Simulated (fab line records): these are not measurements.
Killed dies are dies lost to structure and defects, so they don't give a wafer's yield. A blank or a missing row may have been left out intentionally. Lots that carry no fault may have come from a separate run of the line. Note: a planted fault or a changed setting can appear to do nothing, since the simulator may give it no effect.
Chamber matching / flow gf180mcu / 4 sister chambers for GF_V5_CMP_04 on cmp-02
The step polishes SiO2. 4 wafers are shown with their chamber, then 12 later ones without.

== EACH WAFER AND ITS CHAMBER ==
wafer=L084.6; chamber=2; motor-current-A (A)=12.4
wafer=L088.4; chamber=3; motor-current-A (A)=12.2
wafer=L090.5; chamber=1; motor-current-A (A)=12.8
wafer=L090.6; chamber=0; motor-current-A (A)=10.5

== WAFERS WHOSE CHAMBER IS MISSING ==
wafer=L091.2; motor-current-A (A)=13.0
wafer=L091.3; motor-current-A (A)=12.5
wafer=L091.6; motor-current-A (A)=12.6
wafer=L092.2; motor-current-A (A)=12.2
wafer=L092.5; motor-current-A (A)=13.0
wafer=L092.6; motor-current-A (A)=11.3
wafer=L094.1; motor-current-A (A)=12.1
wafer=L094.2; motor-current-A (A)=12.5
wafer=L094.6; motor-current-A (A)=12.5
wafer=L097.1; motor-current-A (A)=12.7
wafer=L097.3; motor-current-A (A)=10.8
wafer=L097.6; motor-current-A (A)=11.4

== EACH ONE'S CHAMBER ==
wafer=L091.2; from the rows above=can't be placed: 1 or 2 or 3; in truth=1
wafer=L091.3; from the rows above=can't be placed: 2 or 1 or 3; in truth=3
wafer=L091.6; from the rows above=can't be placed: 2 or 1 or 3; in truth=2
wafer=L092.2; from the rows above=can't be placed: 3 or 2 or 1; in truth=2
wafer=L092.5; from the rows above=can't be placed: 1 or 2 or 3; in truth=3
wafer=L092.6; from the rows above=can't be placed: 0 or 3 or 2 or 1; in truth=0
wafer=L094.1; from the rows above=can't be placed: 3 or 2 or 1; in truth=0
wafer=L094.2; from the rows above=can't be placed: 2 or 1 or 3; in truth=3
wafer=L094.6; from the rows above=can't be placed: 2 or 1 or 3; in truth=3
wafer=L097.1; from the rows above=can't be placed: 1 or 2 or 3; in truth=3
wafer=L097.3; from the rows above=0; in truth=0
wafer=L097.6; from the rows above=can't be placed: 3 or 0 or 2 or 1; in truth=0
Placed correctly: 1 of 12. Cannot be placed on the basis of these rows: 11; the candidates contain the true chamber in 10. 0 placed wrongly.
How it was worked out, from the rows above alone: a wafer's distance from a chamber is the root of the sum, over the readings, of the square of ((its reading less the chamber's mean) divided by the reading's scatter). If the next closest chamber is less than 2 further off than the closest, the wafer can't be placed; otherwise it belongs to the closest. A chamber's mean is the mean of its shown wafers. The scatter (one wafer shown for each chamber): square how far every hidden wafer sits from the nearest shown wafer, average those squares and take the square root.
